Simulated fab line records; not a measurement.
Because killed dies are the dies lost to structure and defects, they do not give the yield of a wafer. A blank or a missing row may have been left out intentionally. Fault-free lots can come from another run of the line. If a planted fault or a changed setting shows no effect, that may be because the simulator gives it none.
Matching of chambers / flow gf180mcu / GF_CONTACT_ETCH_16 on rieDiel-02 has 4 sister chambers
The step etches BARC in N2/H2. 14 wafers are shown with their chamber, then 7 later ones without.

## WAFERS, EACH WITH ITS CHAMBER
wafer=L901.2; chamber=2; drypumpMotorCurrentA (A)=6.7; throttleValvePct (%)=13.236; oesProductAu (a.u.)=0.856
wafer=L901.3; chamber=3; drypumpMotorCurrentA (A)=6.4; throttleValvePct (%)=13.221; oesProductAu (a.u.)=0.853
wafer=L901.6; chamber=2; drypumpMotorCurrentA (A)=6.7; throttleValvePct (%)=13.220; oesProductAu (a.u.)=0.853
wafer=L904.3; chamber=1; drypumpMotorCurrentA (A)=5.9; throttleValvePct (%)=13.219; oesProductAu (a.u.)=0.859
wafer=L904.4; chamber=2; drypumpMotorCurrentA (A)=6.7; throttleValvePct (%)=13.234; oesProductAu (a.u.)=0.849
wafer=L904.6; chamber=1; drypumpMotorCurrentA (A)=5.9; throttleValvePct (%)=13.232; oesProductAu (a.u.)=0.850
wafer=L906.3; chamber=2; drypumpMotorCurrentA (A)=6.7; throttleValvePct (%)=13.218; oesProductAu (a.u.)=0.856
wafer=L906.5; chamber=0; drypumpMotorCurrentA (A)=6.2; throttleValvePct (%)=13.237; oesProductAu (a.u.)=0.864
wafer=L906.6; chamber=3; drypumpMotorCurrentA (A)=6.5; throttleValvePct (%)=13.225; oesProductAu (a.u.)=0.856
wafer=L907.2; chamber=1; drypumpMotorCurrentA (A)=5.9; throttleValvePct (%)=13.229; oesProductAu (a.u.)=0.845
wafer=L907.4; chamber=0; drypumpMotorCurrentA (A)=6.2; throttleValvePct (%)=13.228; oesProductAu (a.u.)=0.853
wafer=L907.5; chamber=2; drypumpMotorCurrentA (A)=6.6; throttleValvePct (%)=13.219; oesProductAu (a.u.)=0.847
wafer=L913.1; chamber=1; drypumpMotorCurrentA (A)=5.9; throttleValvePct (%)=13.193; oesProductAu (a.u.)=0.854
wafer=L913.5; chamber=3; drypumpMotorCurrentA (A)=6.5; throttleValvePct (%)=13.217; oesProductAu (a.u.)=0.851

SIGNATURES (averages over the wafers above)
reading=drypumpMotorCurrentA; chamber 0=6.200; chamber 1=5.900; chamber 2=6.680; chamber 3=6.467; scatter within a chamber=0.0383
reading=throttleValvePct; chamber 0=13.23250; chamber 1=13.21825; chamber 2=13.22540; chamber 3=13.22100; scatter within a chamber=0.0115
reading=oesProductAu; chamber 0=0.85850; chamber 1=0.85200; chamber 2=0.85220; chamber 3=0.85333; scatter within a chamber=0.00496
Rule: a wafer's distance from a chamber is the root of the sum, over the readings, of the square of ((its reading less the chamber's mean) divided by the reading's scatter). If the next closest chamber is less than 2 further off than the closest, the wafer can't be placed; otherwise it belongs to the closest. The scatter: the root of (the sum of the squares of (reading less its chamber's mean) over the shown wafers, divided by (wafers less chambers)).

## WAFERS WHOSE CHAMBER IS MISSING
wafer=L913.6; drypumpMotorCurrentA (A)=6.2; throttleValvePct (%)=13.234; oesProductAu (a.u.)=0.858
wafer=L914.2; drypumpMotorCurrentA (A)=6.4; throttleValvePct (%)=13.226; oesProductAu (a.u.)=0.860
wafer=L914.5; drypumpMotorCurrentA (A)=6.2; throttleValvePct (%)=13.238; oesProductAu (a.u.)=0.853
wafer=L914.6; drypumpMotorCurrentA (A)=5.9; throttleValvePct (%)=13.228; oesProductAu (a.u.)=0.857
wafer=L921.1; drypumpMotorCurrentA (A)=6.7; throttleValvePct (%)=13.220; oesProductAu (a.u.)=0.853
wafer=L921.2; drypumpMotorCurrentA (A)=6.2; throttleValvePct (%)=13.241; oesProductAu (a.u.)=0.856
wafer=L921.3; drypumpMotorCurrentA (A)=6.4; throttleValvePct (%)=13.245; oesProductAu (a.u.)=0.855

## EACH ONE'S CHAMBER
wafer=L913.6; from the rows above=0; in truth=0
wafer=L914.2; from the rows above=3; in truth=3
wafer=L914.5; from the rows above=0; in truth=0
wafer=L914.6; from the rows above=1; in truth=1
wafer=L921.1; from the rows above=2; in truth=2
wafer=L921.2; from the rows above=0; in truth=0
wafer=L921.3; from the rows above=3; in truth=3
Correct placement for 7 of the 7. Not placeable from these rows: 0. Placed wrongly: 0.
